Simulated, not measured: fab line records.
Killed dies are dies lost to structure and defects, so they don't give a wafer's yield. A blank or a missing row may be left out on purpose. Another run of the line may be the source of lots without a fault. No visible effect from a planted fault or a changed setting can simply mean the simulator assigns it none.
A struck lot beside a sound one :: flow sky130 :: 42 out of 708 route steps
Sound: the wafers L958.3, L958.4, L958.6. Struck: wafers L964.1, L964.6. (L964.3 of the same lot was not struck and is left out.) The cause comes at the end.
For every step that has rows: the tool of each side, followed by ch and its chambers, followed by its first start. Under that, the readings that differ: sound wafers :: struck wafers :: difference of the means :: sigmas: that difference in standard deviations of wafers without a fault.
alike: a reading whose means differ by less than 2 such deviations, as well as words and numbers matching on both sides. not compared: withheld readings; readings where some wafer has no value; bounds like >300 that might hide an equal value; numbers whose values overlap and for which the record gives no deviation.
A row with sigmas, a row that says differs or no value, or rows on one side alone: a step with any of these is where the two part. Non-overlapping numbers with no deviation appear without sigmas and do not part them. Lack of a reading on every wafer of one side parts them only where that side has two or more wafers.

first, 4 steps without rows for these wafers: SKY_PWDE_SOFTBAKE_03; SKY_PWDE_EXPOSE_04 (exposes mask PWDEM, target cd 840 nm); SKY_PWDE_PEB_05; SKY_PWDE_DEVELOP_06 (develop time 60 s).
SKY_PWDE_OVL_MEAS_07:
  sound: overlay-01 at day 4 01:25; struck: overlay-01 at day 5 18:13
  alike: PWDE_OVL
then, 1 step without rows for these wafers: SKY_PWDE_IMPLANT_08.
SKY_PWDE_STRIP_09: strips in O2/N2.
  sound on plasma-asher-04 ch 0,1, day 4 01:37; struck on plasma-asher-04 ch 0,1, day 5 18:25
  alike: drypump-motor-current-A, oes-product-au, strip-time-to-endpoint-s
  not compared: rf-hours-counter-h
SKY_PWDE_TW_MEAS_10:
  sound: film-metro-03 at day 4 01:43; struck: film-metro-04 at day 5 18:31
  alike: PWDE_TW
then, 4 steps without rows for these wafers: SKY_NWELL_DEHYDRATE_03 (time 60 s); SKY_NWELL_HMDS_04 (prime time 60 s); SKY_NWELL_COAT_05 (resist thk 3000 nm); SKY_NWELL_SOFTBAKE_06.
SKY_NWELL_EXPOSE_07: exposes mask NWM, target cd 840 nm.
  sound on iline-stepper-01 ch 0, day 4 10:40; struck on iline-stepper-02 ch 0, day 6 04:53
  alike: mask, stage-vel-mm-s
then, 2 steps without rows for these wafers: SKY_NWELL_PEB_08; SKY_NWELL_DEVELOP_09 (develop time 60 s).
SKY_NWELL_OVL_MEAS_10:
  sound: overlay-01 at day 4 19:07; struck: overlay-01 at day 6 14:06
  alike: NWELL_00_OVL
then, 3 steps without rows for these wafers: SKY_NWELL_IMPLANT_11; SKY_NWELL_IMPLANT_12; SKY_NWELL_IMPLANT_13.
SKY_NWELL_STRIP_14: strips in O2/N2.
  sound on plasma-asher-03 ch 0,1, day 4 19:38; struck on plasma-asher-01 ch 0,1, day 6 14:35
  alike: drypump-motor-current-A, oes-product-au, strip-time-to-endpoint-s
  not compared: rf-hours-counter-h
SKY_NWELL_TW_MEAS_15:
  sound: film-metro-03 at day 4 19:43; struck: film-metro-04 at day 6 14:41
  alike: NWELL_TW
then, 7 steps without rows for these wafers: SKY_NWELL_DEHYDRATE_16 (time 60 s); SKY_NWELL_HMDS_17 (prime time 60 s); SKY_NWELL_COAT_18 (resist thk 3000 nm); SKY_NWELL_SOFTBAKE_19; SKY_NWELL_EXPOSE_20 (exposes mask NWM COMPLEMENT, target cd 840 nm); SKY_NWELL_PEB_21; SKY_NWELL_DEVELOP_22 (develop time 60 s).
SKY_NWELL_OVL_MEAS_23:
  sound: overlay-01 at day 5 13:16; struck: overlay-02 at day 7 11:22
  alike: NWELL_01_OVL
then, 1 step without rows for these wafers: SKY_NWELL_IMPLANT_24.
SKY_NWELL_STRIP_25: strips in O2/N2.
  sound on plasma-asher-01 ch 0,1, day 5 13:28; struck on plasma-asher-03 ch 1, day 7 11:32
  alike: drypump-motor-current-A, oes-product-au, strip-time-to-endpoint-s
  not compared: rf-hours-counter-h
SKY_NWELL_TW_MEAS_26:
  sound: film-metro-03 at day 5 13:34; struck: film-metro-01 at day 7 11:38
  alike: NWELL_2_TW
then, 1 step without rows for these wafers: SKY_NWELL_CLEAN_27 (cleans in SC1/SC2, time 150 s).
SKY_NWELL_RTA_28: time 30 s.
  sound on rtp-anneal-02 ch 0, day 5 13:41; struck on rtp-anneal-01 ch 0, day 7 11:45
  alike: lamp-power-pct, ramp-up-c-per-s, wafer_temp_C_max
SKY_NWELL_RS_MEAS_29: uses a four-point probe to measure.
  sound: film-metro-03 at day 5 13:47; struck: film-metro-03 at day 7 11:51
reading: NWELL_RS (ohm/sq)
sound: 624.6 627.5 623.6
struck: 620.9 621.2
difference: -4.2
sigmas: -3
SKY_NWELL_RS_MEAS_31: uses a four-point probe to measure.
  sound: film-metro-03 at day 5 14:02; struck: film-metro-03 at day 7 12:05
  alike: PWDE_RS
then, 5 steps without rows for these wafers: SKY_VT_ADJUST_HVTP_DEHYDRATE_00 (time 60 s); SKY_VT_ADJUST_HVTP_HMDS_01 (prime time 60 s); SKY_VT_ADJUST_HVTP_COAT_02 (resist thk 1140 nm); SKY_VT_ADJUST_HVTP_SOFTBAKE_03 (time 60 s); SKY_VT_ADJUST_HVTP_EXPOSE_04 (exposes mask HVTPM, target cd 380 nm).
-- record jumps: 41 days separate the struck wafers' starts on either side; left off in module VT_ADJUST_HVTP, taken up again in module PAD_OPEN, whose first shown step is the route's number 708 --
SKY_PAD_OPEN_PROBE_99:
  sound: prober-02 at day 46 12:53; struck: prober-01 at day 48 08:56
reading: model.etest.pfet_16v.r-on-ohm-um
sound: 1.534e+04 1.532e+04 1.533e+04
struck: 1.652e+04 1.706e+04
difference: +1.460e+03
sigmas: 

reading: model.etest.res-nwell.line-ohm-um
sound: 1142 1155 1144
struck: 978.9 1016
difference: -149.5
sigmas: 

reading: model.etest.res-nwell.width-nm (nm)
sound: 846.1 845.9 843.5
struck: 966.9 972.4
difference: +124.5
sigmas: 

reading: model.etest.res-iso-pwell.width-nm (nm)
sound: 2642 2633 2630
struck: 2569 2544
difference: -78
sigmas: 

reading: model.etest.pfet_16v.drive-ua-um
sound: 239.1 242.7 241.5
struck: 223.5 218.3
difference: -20.2
sigmas: 

reading: model.etest.iso-nwell-nwell.leak-log10-a-um
sound: -13.81 -13.73 -13.88
struck: -11.95 -11.75
difference: +1.96
sigmas: 
  alike: killed_at_M0_to_M3, killed_at_M4_up, killed-at-contacts, killed-at-front-end, killed-at-other, killed-dies, killed-open, killed-short
  not compared: model.etest.nfet_16v.r-on-ohm-um

## WHERE THEY PART
SKY_NWELL_RS_MEAS_29 only, going by this record. Later steps at which nothing parts them and some readings are alike: SKY_NWELL_RS_MEAS_31, SKY_PAD_OPEN_PROBE_99.

WHY: what had been put in by the simulator
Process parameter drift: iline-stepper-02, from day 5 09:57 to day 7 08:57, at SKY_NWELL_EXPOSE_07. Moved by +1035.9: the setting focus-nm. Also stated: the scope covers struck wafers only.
